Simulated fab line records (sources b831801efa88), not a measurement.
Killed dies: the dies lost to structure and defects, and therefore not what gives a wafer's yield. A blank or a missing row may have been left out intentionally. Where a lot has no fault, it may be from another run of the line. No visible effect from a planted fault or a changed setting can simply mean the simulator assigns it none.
fab line records	flow gf180mcu
record: lots: 6	wafers: 18	last-day: 34
route steps=602 shown NWELL@52 LVPWELL@54 MVSD@66 MVPSD@78
lots untouched by any fault: they come from a run of this same line in which no faults occurred
start-h: hours from the record's first day to the start of the lot's first wafer shown	wait-h: hours from the lot's prior step to this one	" as in the row above	L1.1+2: a row that stands for several wafers	- value missing, or start not given	* or withheld: withheld	< > ~ a bound
route shown NAME@n: NAME is a module with steps in the file, n the number in the route of the first one	usual: the fault-free wafers' mean and standard deviation	same: alike in all rows	chamber/n: place in a boat	sites: per-site readings	_std_site: the standard deviation of these	_edge_site: outer sites' mean less inner sites'	radius-mm: how far each site lies from the wafer's centre	mask NAME#n: copy n	behind: the tool/chamber that last shaped the wafer	hold: what put the lot on hold/how long, in hours/how the hold closed	device: the transistor (n, p or np) that didn't switch	end of line: tests of these same wafers at the route's end	a step given without rows: its recipe and nothing more	killed: the dies lost at the first sort to structure and to defects; this is not the yield of the wafer	map: a wafer's dies, x killed, . not, _ none there
set.NAME: the setting as run; set.NAME@STEP: as run at that earlier step	model.NAME: the simulator's own value behind a step, which no gauge read
lots at some steps of the route; a table a step, a row a wafer
services: the hour from which a tool's chamber was out of use, counted from the record's first day as start-h (under 0 if before that day), plus the number of hours and why
== steps ==
step: GF_NWELL_STRIP_10
recipe: chemistry: O2/N2	power-w: 1400	pressure-mtorr: 1500	platen-temp-c: 250	o2-flow-sccm: 3000	n2-flow-sccm: 300	overash-fraction: 0.5
usual: chamber-pressure-mTorr: 1500.1/1.3	drypump-motor-current-A: 5.7/0.6	heater-power-w: 330/36	oes-product-au: 0.722/0.0047	strip-time-to-endpoint-s: 37.00/0.13
lot.wafer	tool	chamber	start-h	wait-h	chamber-pressure-mTorr	drypump-motor-current-A	heater-power-w	oes-product-au	rf-hours-counter-h	strip-time-to-endpoint-s
L762.2	plasma-asher-02	1	80.94	0.1	1501.7	5.6	281	0.732	41	36.93
L762.3	"	1	"	"	1500.8	5.6	277	0.729	-	37.09
L762.5	"	0	"	"	1501.7	5.3	411	0.716	-	36.99
L764.2	plasma-asher-04	0	85.45	0.1	1500.7	6.6	389	0.721	46	36.92
L764.3	"	0	"	"	1500.0	6.6	384	0.721	-	36.98
L764.5	"	1	"	"	1500.3	5.5	296	0.718	-	36.79
L772.3	plasma-asher-01	1	137.33	0.1	1500.5	6.2	327	0.719	-	37.05
L772.4	"	0	"	"	1501.6	4.9	314	0.718	-	36.95
L772.6	"	0	"	"	1499.9	4.9	316	0.724	-	37.00
L774.4	plasma-asher-01	0	147.81	0.1	1501.0	4.9	314	0.733	-	37.12
L774.5	"	0	"	"	1503.7	4.9	300	0.718	-	37.17
L774.6	"	1	"	"	1501.3	6.2	334	0.723	-	37.31
L776.3	plasma-asher-02	0	154.46	0.1	1500.9	5.3	403	0.719	-	36.97
L776.5	"	1	"	"	1498.8	5.6	295	0.718	-	36.99
L776.6	"	0	"	"	1500.7	5.3	391	0.723	-	36.97
L781.3	plasma-asher-02	1	183.68	0.1	1504.1	5.6	301	0.724	-	36.80
L781.4	"	0	"	"	1499.2	5.3	401	0.718	-	36.87
L781.5	"	1	"	"	1503.2	5.6	307	0.722	-	36.91
step: GF_NWELL_TW_MEAS_11
usual: NWELL_TW: 1583/21
lot.wafer	tool	chamber	start-h	wait-h	NWELL_TW
L762.2	film-metro-03	-	81.05	0.1	1570
L762.3	"	-	"	"	1580
L762.5	"	-	"	"	1568
L764.2	film-metro-04	-	85.56	0.1	1610
L764.3	"	-	"	"	1604
L764.5	"	-	"	"	1616
L772.3	film-metro-03	-	137.42	0.1	1588
L772.4	"	-	"	"	1584
L772.6	"	-	"	"	1582
L774.4	film-metro-03	-	147.91	0.1	1575
L774.5	"	-	"	"	1569
L774.6	"	-	"	"	1576
L776.3	film-metro-03	-	154.55	0.1	1575
L776.5	"	-	"	"	1581
L776.6	"	-	"	"	1578
L781.3	film-metro-01	-	183.77	0.1	1558
L781.4	"	-	"	"	1549
L781.5	"	-	"	"	1562
step: GF_LVPWELL_DEHYDRATE_00
recipe: temp-c: 200	time-s: 60
step: GF_LVPWELL_HMDS_01
recipe: prime-time-s: 60	prime-temp-c: 120
step: GF_LVPWELL_COAT_02
recipe: spin-rpm: 2000	resist-thk-nm: 3000
step: GF_LVPWELL_SOFTBAKE_03
recipe: temp-c: 110	time-s: withheld
step: GF_LVPWELL_EXPOSE_04
recipe: mask-id: LVPWELL	target-cd-nm: 600	na: 0.6	source-shape: conventional	sigma-outer: 0.6	dose-mj: 260
step: GF_LVPWELL_PEB_05
recipe: temp-c: 115	time-s: withheld
step: GF_LVPWELL_DEVELOP_06
recipe: wall-angle-deg: 90	develop-time-s: 60	dev-temp-c: 23
step: GF_LVPWELL_OVL_MEAS_07
usual: LVPWELL_OVL: -0.6/1.4
lot.wafer	tool	chamber	start-h	wait-h	LVPWELL_OVL[nm]
L762.2	overlay-01	-	94.36	-	-2.0
L762.3	"	-	"	"	-1.2
L762.5	"	-	"	"	-2.0
L764.2	overlay-01	-	99.27	-	-1.3
L764.3	"	-	"	"	-1.5
L764.5	"	-	"	"	-0.1
L772.3	overlay-02	-	153.30	-	-0.5
L772.4	"	-	"	"	0.0
L772.6	"	-	"	"	0.1
L774.4	overlay-02	-	163.90	-	1.5
L774.5	"	-	"	"	-1.2
L774.6	"	-	"	"	-0.6
L776.3	overlay-02	-	171.47	-	1.2
L776.5	"	-	"	"	0.6
L776.6	"	-	"	"	-0.2
L781.3	overlay-01	-	200.92	-	0.3
L781.4	"	-	"	"	-1.8
L781.5	"	-	"	"	-2.0
step: GF_LVPWELL_IMPLANT_08
recipe: species: B	energy-kev: 170	dose-cm2: 1.5e+13	tilt-deg: 0
step: GF_LVPWELL_IMPLANT_09
recipe: species: B	energy-kev: 60	dose-cm2: 5e+12	tilt-deg: 0
step: GF_LVPWELL_STRIP_10
recipe: chemistry: O2/N2	power-w: 1400	pressure-mtorr: 1500	platen-temp-c: 250	o2-flow-sccm: 3000	n2-flow-sccm: 300	overash-fraction: 0.5
usual: chamber-pressure-mTorr: 1500.0/1.4	drypump-motor-current-A: 5.5/0.37	heater-power-w: 331/35	oes-product-au: 0.723/0.0045	strip-time-to-endpoint-s: 36.97/0.098
lot.wafer	tool	chamber	start-h	wait-h	chamber-pressure-mTorr	drypump-motor-current-A	heater-power-w	oes-product-au	strip-time-to-endpoint-s	model.coat_of_LVPWELL_COAT_02.thk-nm
L762.2	plasma-asher-01	1	94.69	0.1	-	-	-	-	-	2995
L762.3	"	1	"	"	-	-	-	-	-	3003
L762.5	"	0	"	"	-	-	-	-	-	3001
L764.2	plasma-asher-01	0	99.60	0.1	-	-	-	-	-	2989
L764.3	"	1	"	"	-	-	-	-	-	2983
L764.5	"	0	"	"	-	-	-	-	-	2989
L772.3	plasma-asher-02	0	153.65	0.1	1501.0	5.3	402	0.725	37.01	0
L772.4	"	1	"	"	1498.6	5.6	300	0.728	37.02	0
L772.6	"	0	"	"	1499.7	5.2	390	0.723	37.11	0
L774.4	plasma-asher-03	1	164.25	0.1	1501.0	5.5	349	0.723	36.90	0
L774.5	"	1	"	"	1499.2	5.5	347	0.721	36.84	0
L774.6	"	0	"	"	1501.4	5.5	304	0.731	36.86	0
L776.3	plasma-asher-03	0	171.83	0.1	1499.2	5.5	305	0.726	37.00	0
L776.5	"	1	"	"	1500.1	5.5	359	0.726	36.89	0
L776.6	"	0	"	"	1499.1	5.5	304	0.730	37.00	0
L781.3	plasma-asher-01	0	201.28	0.1	1499.5	4.9	307	0.721	37.02	0
L781.4	"	1	"	"	1498.3	6.2	330	0.723	37.07	0
L781.5	"	0	"	"	1499.2	4.9	298	0.715	37.08	0
step: GF_LVPWELL_TW_MEAS_11
usual: LVPWELL_TW: 560/5.8
lot.wafer	tool	chamber	start-h	wait-h	LVPWELL_TW
L762.2	film-metro-03	-	94.80	0.1	559
L762.3	"	-	"	"	560
L762.5	"	-	"	"	561
L764.2	film-metro-04	-	99.71	0.1	570
L764.3	"	-	"	"	571
L764.5	"	-	"	"	571
L772.3	film-metro-03	-	153.74	0.1	560
L772.4	"	-	"	"	561
L772.6	"	-	"	"	561
L774.4	film-metro-03	-	164.35	0.1	560
L774.5	"	-	"	"	558
L774.6	"	-	"	"	559
L776.3	film-metro-01	-	171.92	0.1	554
L776.5	"	-	"	"	552
L776.6	"	-	"	"	551
L781.3	film-metro-03	-	201.36	0.1	559
L781.4	"	-	"	"	557
L781.5	"	-	"	"	556
step: GF_MVSD_DEHYDRATE_00
recipe: temp-c: 200	time-s: 60
step: GF_MVSD_HMDS_01
recipe: prime-time-s: 60	prime-temp-c: 120
step: GF_MVSD_COAT_02
recipe: spin-rpm: 2000	resist-thk-nm: 3000
step: GF_MVSD_SOFTBAKE_03
recipe: temp-c: 110	time-s: withheld
step: GF_MVSD_EXPOSE_04
recipe: mask-id: MVSD	target-cd-nm: 1000	na: 0.6	source-shape: conventional	sigma-outer: 0.6	dose-mj: 260
step: GF_MVSD_PEB_05
recipe: temp-c: 115	time-s: withheld
step: GF_MVSD_DEVELOP_06
recipe: wall-angle-deg: 90	develop-time-s: 60	dev-temp-c: 23
step: GF_MVSD_OVL_MEAS_07
usual: MVSD_OVL: 0.3/1.2
lot.wafer	tool	chamber	start-h	wait-h	MVSD_OVL[nm]
L762.2	overlay-02	-	108.59	-	1.0
L762.3	"	-	"	"	2.4
L762.5	"	-	"	"	0.4
L764.2	overlay-01	-	112.72	-	0.7
L764.3	"	-	"	"	0.7
L764.5	"	-	"	"	2.0
L772.3	overlay-02	-	170.54	-	0.7
L772.4	"	-	"	"	0.7
L772.6	"	-	"	"	1.5
L774.4	overlay-02	-	181.21	-	2.0
L774.5	"	-	"	"	0.3
L774.6	"	-	"	"	0.3
L776.3	overlay-01	-	188.92	-	-0.9
L776.5	"	-	"	"	0.8
L776.6	"	-	"	"	1.2
L781.3	overlay-02	-	219.12	-	0.3
L781.4	"	-	"	"	0.3
L781.5	"	-	"	"	0.0
step: GF_MVSD_IMPLANT_08
recipe: species: P	energy-kev: 400	dose-cm2: 1.6e+13	tilt-deg: 0
step: GF_MVSD_IMPLANT_09
recipe: species: P	energy-kev: 100	dose-cm2: 5e+12	tilt-deg: 0
step: GF_MVSD_STRIP_10
recipe: chemistry: O2/N2	power-w: 1400	pressure-mtorr: 1500	platen-temp-c: 250	o2-flow-sccm: 3000	n2-flow-sccm: 300	overash-fraction: 0.5
usual: chamber-pressure-mTorr: 1499.9/1.3	drypump-motor-current-A: 5.7/0.56	heater-power-w: 325/29	oes-product-au: 0.723/0.0044	strip-time-to-endpoint-s: 36.92/0.11
lot.wafer	tool	chamber	start-h	wait-h	chamber-pressure-mTorr	drypump-motor-current-A	heater-power-w	oes-product-au	rf-hours-counter-h	strip-time-to-endpoint-s
L762.2	plasma-asher-03	0	108.92	0.1	1497.7	5.5	297	0.744	42	81.21
L762.3	"	0	"	"	1497.9	5.5	298	0.747	-	81.35
L762.5	"	1	"	"	1500.6	5.5	347	0.735	-	81.27
L764.2	plasma-asher-03	0	113.05	0.1	1501.0	5.5	303	0.733	42	80.87
L764.3	"	0	"	"	1500.6	5.5	296	0.729	-	80.77
L764.5	"	0	"	"	1501.0	5.5	300	0.736	-	80.96
L772.3	plasma-asher-03	0	170.90	0.1	1500.0	5.5	303	0.727	-	37.11
L772.4	"	1	"	"	1501.2	5.5	338	0.724	-	36.97
L772.6	"	1	"	"	1499.8	5.5	344	0.721	-	36.93
L774.4	plasma-asher-01	1	181.56	0.1	1499.0	6.2	331	0.718	-	36.95
L774.5	"	1	"	"	1499.4	6.2	324	0.716	-	36.87
L774.6	"	0	"	"	1499.0	4.9	311	0.724	-	36.81
L776.3	plasma-asher-01	1	189.28	0.1	1500.5	6.2	326	0.725	-	36.80
L776.5	"	0	"	"	1497.5	4.9	319	0.723	-	36.83
L776.6	"	1	"	"	1501.2	6.2	326	0.720	-	36.77
L781.3	plasma-asher-03	1	219.48	0.1	1499.1	5.5	358	0.727	-	36.88
L781.4	"	0	"	"	1501.1	5.5	297	0.723	-	36.89
L781.5	"	1	"	"	1499.4	5.5	349	0.720	-	36.90
step: GF_MVSD_TW_MEAS_11
usual: MVSD_TW: 1586/20
lot.wafer	tool	chamber	start-h	wait-h	MVSD_TW
L762.2	film-metro-03	-	109.03	0.1	30
L762.3	"	-	"	"	30
L762.5	"	-	"	"	30
L764.2	film-metro-01	-	113.16	0.1	30
L764.3	"	-	"	"	30
L764.5	"	-	"	"	30
L772.3	film-metro-04	-	170.99	0.1	1606
L772.4	"	-	"	"	1609
L772.6	"	-	"	"	1613
L774.4	film-metro-04	-	181.66	0.1	1614
L774.5	"	-	"	"	1611
L774.6	"	-	"	"	1607
L776.3	film-metro-03	-	189.37	0.1	1578
L776.5	"	-	"	"	1575
L776.6	"	-	"	"	1573
L781.3	film-metro-03	-	219.57	0.1	1607
L781.4	"	-	"	"	1609
L781.5	"	-	"	"	1612
step: GF_MVPSD_DEHYDRATE_00
recipe: temp-c: 200	time-s: 60
== services ==
tool	chamber	start-h	hours	kind
plasma-asher-02	-	67.51	12.8	pm
plasma-asher-02	-	108.75	9.0	pm
plasma-asher-02	0	108.75	9.0	vent-cycle
plasma-asher-02	1	108.75	9.0	vent-cycle
plasma-asher-02	0	117.75	-	clean
plasma-asher-02	1	117.75	-	clean
plasma-asher-02	-	147.64	2.1	repair
plasma-asher-04	-	147.90	2.5	repair
plasma-asher-04	-	154.16	22.3	pm
== key ==
first-sign: step: GF_LVPWELL_STRIP_10	reading: tool-record	direction: missing
effect: step: GF_MVSD_STRIP_10	reading: strip-time-to-endpoint-s	direction: up	sigmas: 99+	usual: *	struck: *
effect: step: GF_MVSD_TW_MEAS_11	reading: MVSD_TW	direction: down	sigmas: 78	usual: 1586	struck: 30
model-effect: step: GF_LVPWELL_STRIP_10	value: coat_of_LVPWELL_COAT_02.thk-nm	without: 0	struck: 2993
met-at GF_LVPWELL_STRIP_10
struck-wafers L762.2,L762.3,L762.5,L764.2,L764.3,L764.5
sort-left-out L762.2,L762.3,L762.5,L764.2,L764.3,L764.5
tester-left-out L762,L764
fault: kind: skipped-step-whole	tool: plasma-asher-01	chamber: -	onset-h: 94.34	steps: GF_LVPWELL_STRIP_10	scope: struck-lots-only
tester-left-out: of these lots the tester's yield and bins aren't shown, on N5 and GAA mostly nor the transistor test; their killed dies are dies lost to structure and defects alone, not to doping, threshold or leakage, so they don't give the yield
sort-left-out: the simulated sort isn't trusted on such a fault, so these wafers' sort isn't shown, and their yield isn't known
